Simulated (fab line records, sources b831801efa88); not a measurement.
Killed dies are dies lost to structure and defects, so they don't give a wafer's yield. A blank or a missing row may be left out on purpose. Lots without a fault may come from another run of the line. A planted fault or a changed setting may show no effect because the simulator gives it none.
Which tool did it? | flow gf180mcu | 11 lots, 33 wafers sampled, at 4 steps of a route of 602

WHAT THE GAUGES READ, wafer by wafer
GF_M1_RS_MEAS_05: measures by four-point-probe.
lot  | measured     | on            | M1_ALCU_RS (ohm/sq)
L439 | day 16 02:05 | film_metro-03 | 0.0696 0.0686 0.0689
L442 | day 16 23:46 | film_metro-03 | 0.0691 0.0683 0.0682
L444 | day 17 23:13 | film_metro-01 | 0.0693 0.0683 0.0688
L446 | day 18 23:29 | film_metro-01 | 0.0699 0.0675 0.0687
L452 | day 21 02:03 | film_metro-03 | 0.0687 0.0701 0.0709
L456 | day 22 05:53 | film_metro-02 | 0.0685 0.0695 0.0693
L457 | day 22 13:35 | film_metro-01 | 0.1063 0.1057 0.1054
L458 | day 23 01:44 | film_metro-01 | 0.1042 0.0991 0.1029
L459 | day 23 06:09 | film_metro-03 | 0.0691 0.0703 0.0699
L460 | day 23 12:01 | film_metro-01 | 0.0695 0.0681 0.0697
L462 | day 24 08:35 | film_metro-01 | 0.0699 0.0694 0.0686

WHICH TOOL RAN EACH LOT (tool, then ch and the chambers of the sampled wafers, then the start)
lot  | GF_PSD_RTA_13                    | GF_CONTACT_CVD_02               | GF_M1_SPUTTER_02
L439 | rtp_anneal-01 ch 0, day 14 06:53 | pecvd-04 ch 0,1,2, day 15 01:58 | pvd_sputter-02, day 16 02:00
L442 | rtp_anneal-02 ch 0, day 15 00:09 | pecvd-04 ch 1,2, day 15 23:49   | pvd_sputter-02, day 16 23:40
L444 | rtp_anneal-01 ch 0, day 15 21:45 | pecvd-02 ch 1,2, day 16 21:31   | pvd_sputter-02, day 17 23:07
L446 | rtp_anneal-01 ch 0, day 16 20:20 | pecvd-02 ch 0,1,2, day 17 21:25 | pvd_sputter-02, day 18 23:24
L452 | rtp_anneal-02 ch 0, day 18 22:31 | pecvd-03 ch 1,2, day 20 00:29   | pvd_sputter-02, day 21 01:58
L456 | rtp_anneal-01 ch 0, day 20 02:05 | pecvd-03 ch 0,1,2, day 21 04:10 | pvd_sputter-02, day 22 05:47
L457 | rtp_anneal-01 ch 0, day 20 11:48 | pecvd-02 ch 0,1,2, day 21 12:31 | pvd_sputter-01, day 22 13:26
L458 | rtp_anneal-01 ch 0, day 21 00:08 | pecvd-04 ch 0,1, day 22 01:12   | pvd_sputter-01, day 23 01:39
L459 | rtp_anneal-02 ch 0, day 21 03:42 | pecvd-02 ch 0,1,2, day 22 04:43 | pvd_sputter-03, day 23 06:04
L460 | rtp_anneal-02 ch 0, day 21 10:05 | pecvd-03 ch 0,1,2, day 22 11:20 | pvd_sputter-02, day 23 11:52
L462 | rtp_anneal-01 ch 0, day 22 07:14 | pecvd-04 ch 0,2, day 23 07:49   | pvd_sputter-03, day 24 08:30
- GF_PSD_RTA_13: time 20 s.
- GF_CONTACT_CVD_02: deposits SiO2 from TEOS, target thk 860 nm, time 95.992 s.
- GF_M1_SPUTTER_02: material AlCu, target thk 450 nm, time 23.9 s.

THE ANSWER, worked out from the rows above alone
Rule: what is usual is taken from the lots themselves. Put in order of their means at a reading, lots are off if they are a third of the lots or fewer, leave a main group of 4 or more, and stand apart from it by a gap of 3 or more times the standard deviation of the main group's means; of several such gaps the widest counts. A main group whose means are all the same, to the digits that the tables above print for the reading, isn't used. A lot without any number at a reading at which 4 lots or more have one is off too. The other lots that the step has rows for count as sound.
Off: L457, L458, at GF_M1_RS_MEAS_05 (M1_ALCU_RS). The main group: mean 0.0691 ohm/sq, standard deviation 0.00043.
A tool fits if, at a process step before that reading, it ran every lot that is off, and no sound lot after the first of them. The gauges at GF_M1_RS_MEAS_05 are tried like those tools. One fits: pvd_sputter-01 at GF_M1_SPUTTER_02. It ran no sound lot before its first lot that is off in this sample, so the start can't be narrowed down.

WHAT THE SIMULATOR HAD PUT IN
Process parameter drift: pvd_sputter-01, from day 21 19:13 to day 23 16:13, at GF_M1_SPUTTER_02. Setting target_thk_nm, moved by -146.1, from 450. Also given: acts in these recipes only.
Lots struck among those shown: L457, L458. The rule above found the same.
